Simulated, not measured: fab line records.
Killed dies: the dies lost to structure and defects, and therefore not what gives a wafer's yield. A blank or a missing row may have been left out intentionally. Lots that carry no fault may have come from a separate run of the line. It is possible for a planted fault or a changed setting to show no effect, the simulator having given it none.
What tool caused it? | flow sky130 | 14 lots with 42 wafers sampled at 4 steps, on a route of 708 steps

== WHAT THE GAUGES SHOWED, per wafer ==
SKY_FIELD_ISO_THK_MEAS_25.
lot  | measured    | on            | FIELD_ISO_CVD_24_THK (nm)
L135 | day 2 14:07 | film-metro-02 | 591 591 585
L137 | day 3 02:03 | film-metro-03 | 596 596 598
L138 | day 3 09:06 | film-metro-01 | 586 583 585
L139 | day 3 11:46 | film-metro-01 | 586 598 601
L140 | day 3 18:49 | film-metro-02 | 596 588 585
L141 | day 3 22:58 | film-metro-01 | 590 584 585
L142 | day 4 04:20 | film-metro-03 | 598 589 604
L143 | day 4 08:26 | film-metro-02 | 598 602 596
L144 | day 4 14:19 | film-metro-03 | 591 591 594
L145 | day 4 19:37 | film-metro-02 | 595 582 591
L147 | day 5 06:22 | film-metro-02 | 583 583 586
L148 | day 5 10:25 | film-metro-01 | 584 589 585
L150 | day 5 20:37 | film-metro-01 | 581 591 598
L151 | day 6 00:12 | film-metro-03 | 582 592 593

== EACH LOT AND THE TOOL THAT RAN IT (in order: tool; ch and the chambers of the sampled wafers; start) ==
lot  | SKY_FIELD_ISO_PEB_11             | SKY_FIELD_ISO_ETCH_14             | SKY_FIELD_ISO_STRIP_16
L135 | litho-track-03 ch 0, day 2 11:00 | rie-diel-04 ch 0,1,2, day 2 12:16 | plasma-asher-01 ch 0,1, day 2 12:22
L137 | litho-track-03 ch 0, day 2 23:00 | rie-diel-03 ch 1,2,3, day 3 00:13 | plasma-asher-01 ch 0,1, day 3 00:19
L138 | litho-track-02 ch 0, day 3 05:00 | rie-diel-03 ch 1,2,3, day 3 06:01 | plasma-asher-03 ch 0,1, day 3 06:09
L139 | litho-track-02 ch 0, day 3 08:00 | rie-diel-04 ch 2,3, day 3 08:28   | plasma-asher-01 ch 0,1, day 3 08:34
L140 | litho-track-02 ch 0, day 3 12:00 | rie-diel-02 ch 0,1, day 3 13:07   | plasma-asher-01 ch 0,1, day 3 13:13
L141 | litho-track-04 ch 0, day 3 17:00 | rie-diel-02 ch 0,1,2, day 3 18:22 | plasma-asher-03 ch 0,1, day 3 18:28
L142 | litho-track-02 ch 0, day 3 22:00 | rie-diel-03 ch 2,3, day 3 22:52   | plasma-asher-01 ch 0,1, day 3 22:58
L143 | litho-track-04 ch 0, day 4 04:00 | rie-diel-03 ch 2,3, day 4 05:22   | plasma-asher-04 ch 0,1, day 4 05:28
L144 | litho-track-02 ch 0, day 4 12:00 | rie-diel-03 ch 1,2,3, day 4 12:28 | plasma-asher-01 ch 0,1, day 4 12:34
L145 | litho-track-03 ch 0, day 4 14:00 | rie-diel-02 ch 0,1,2, day 4 15:01 | plasma-asher-03 ch 0,1, day 4 15:07
L147 | litho-track-04 ch 0, day 5 01:00 | rie-diel-03 ch 1,3, day 5 01:34   | plasma-asher-04 ch 0,1, day 5 01:42
L148 | litho-track-03 ch 0, day 5 05:00 | rie-diel-04 ch 0,1, day 5 05:43   | plasma-asher-01 ch 0,1, day 5 05:50
L150 | litho-track-04, day 5 17:00      | rie-diel-03 ch 0,1,2, day 5 18:19 | plasma-asher-03 ch 0, day 5 18:25
L151 | litho-track-03, day 5 21:00      | rie-diel-04 ch 0,1, day 5 22:16   | plasma-asher-04 ch 0,1, day 5 22:22
- SKY_FIELD_ISO_PEB_11
- SKY_FIELD_ISO_ETCH_14: etches BARC in N2/H2, stops on SiO2, time 45.9 s, target depth 60 nm.
- SKY_FIELD_ISO_STRIP_16: strips in O2/N2.

== AS READ BY THE TOOLS THEMSELVES (means over the sampled wafers that have a number; for cases with no such wafer, the mark the record gives instead) ==
SKY_FIELD_ISO_PEB_11.
lot  | tool           | exhaust-pa (Pa)
L135 | litho-track-03 | 44.1
L137 | litho-track-03 | 43.5
L138 | litho-track-02 | 43.8
L139 | litho-track-02 | 44.5
L140 | litho-track-02 | 45.4
L141 | litho-track-04 | 44.7
L142 | litho-track-02 | 46.5
L143 | litho-track-04 | 43.8
L144 | litho-track-02 | 45.9
L145 | litho-track-03 | 44.3
L147 | litho-track-04 | 43.8
L148 | litho-track-03 | 45.2
L150 | litho-track-04 | -
L151 | litho-track-03 | -

SKY_FIELD_ISO_ETCH_14.
lot  | tool        | drypump-motor-current-A (A) | oes-product-au (a.u.) | throttle-valve-pct (%)
L135 | rie-diel-04 | 5.6                         | 0.854                 | 13.227
L137 | rie-diel-03 | 6.2                         | 0.852                 | 13.225
L138 | rie-diel-03 | 6.3                         | 0.856                 | 13.233
L139 | rie-diel-04 | 5.6                         | 0.856                 | 13.220
L140 | rie-diel-02 | 5.0                         | 0.858                 | 13.223
L141 | rie-diel-02 | 5.5                         | 0.857                 | 13.233
L142 | rie-diel-03 | 6.0                         | 0.861                 | 13.227
L143 | rie-diel-03 | 6.1                         | 0.855                 | 13.226
L144 | rie-diel-03 | 6.3                         | 0.852                 | 13.227
L145 | rie-diel-02 | 5.5                         | 0.855                 | 13.232
L147 | rie-diel-03 | 6.5                         | 0.856                 | 13.226
L148 | rie-diel-04 | 5.6                         | 0.854                 | 13.232
L150 | rie-diel-03 | 5.7                         | 0.853                 | 13.223
L151 | rie-diel-04 | 5.5                         | 0.857                 | 13.223

SKY_FIELD_ISO_STRIP_16.
lot  | tool            | drypump-motor-current-A (A) | oes-product-au (a.u.) | strip-time-to-endpoint-s (s)
L135 | plasma-asher-01 | 6.3                         | 0.382                 | 3.56
L137 | plasma-asher-01 | 6.3                         | 0.378                 | 3.56
L138 | plasma-asher-03 | 5.3                         | 0.378                 | 3.57
L139 | plasma-asher-01 | 6.3                         | 0.382                 | 3.60
L140 | plasma-asher-01 | 6.3                         | 0.377                 | 3.57
L141 | plasma-asher-03 | 5.3                         | 0.379                 | 3.57
L142 | plasma-asher-01 | 6.1                         | 0.380                 | 3.59
L143 | plasma-asher-04 | 5.5                         | 0.381                 | 3.57
L144 | plasma-asher-01 | 6.0                         | 0.379                 | 3.58
L145 | plasma-asher-03 | 5.3                         | 0.379                 | 3.53
L147 | plasma-asher-04 | 5.6                         | 0.376                 | 3.55
L148 | plasma-asher-01 | 6.3                         | 0.383                 | 3.56
L150 | plasma-asher-03 | 5.7                         | 0.378                 | 3.55
L151 | plasma-asher-04 | 5.5                         | 0.381                 | 3.56

== THE ANSWER, worked out from the rows above alone ==
Rule: usual is defined by the lots themselves. The widest of any qualifying gaps counts: lots, ordered by their means at a reading, are off when they make up no more than a third of the lots, leave a main group of 4 or more, and stand apart from it by 3 or more times the standard deviation of that group's means. If all means in a main group match to the digits the tables above print for the reading, that group is not used. A lot without any number at a reading at which 4 lots or more have one is off too. The other lots that the step has rows for count as sound. First the gauges in route order, then the tools' own readings, where a lot's mean is used as printed above. At the first step where some lot is off, the reading lying furthest off is the one used; lots without a number count as furthest.
Off: L150, L151, at SKY_FIELD_ISO_PEB_11 (exhaust-pa). Without a number there: L150, L151. For the main group the mean is 44.6 Pa and the standard deviation 0.9.
If a tool, at that step or one of the process steps before it, ran each lot that is off and ran no sound lot following the first of them, it fits. Not one of the candidates tried fits.

== WHAT THE SIMULATOR HAD INSERTED ==
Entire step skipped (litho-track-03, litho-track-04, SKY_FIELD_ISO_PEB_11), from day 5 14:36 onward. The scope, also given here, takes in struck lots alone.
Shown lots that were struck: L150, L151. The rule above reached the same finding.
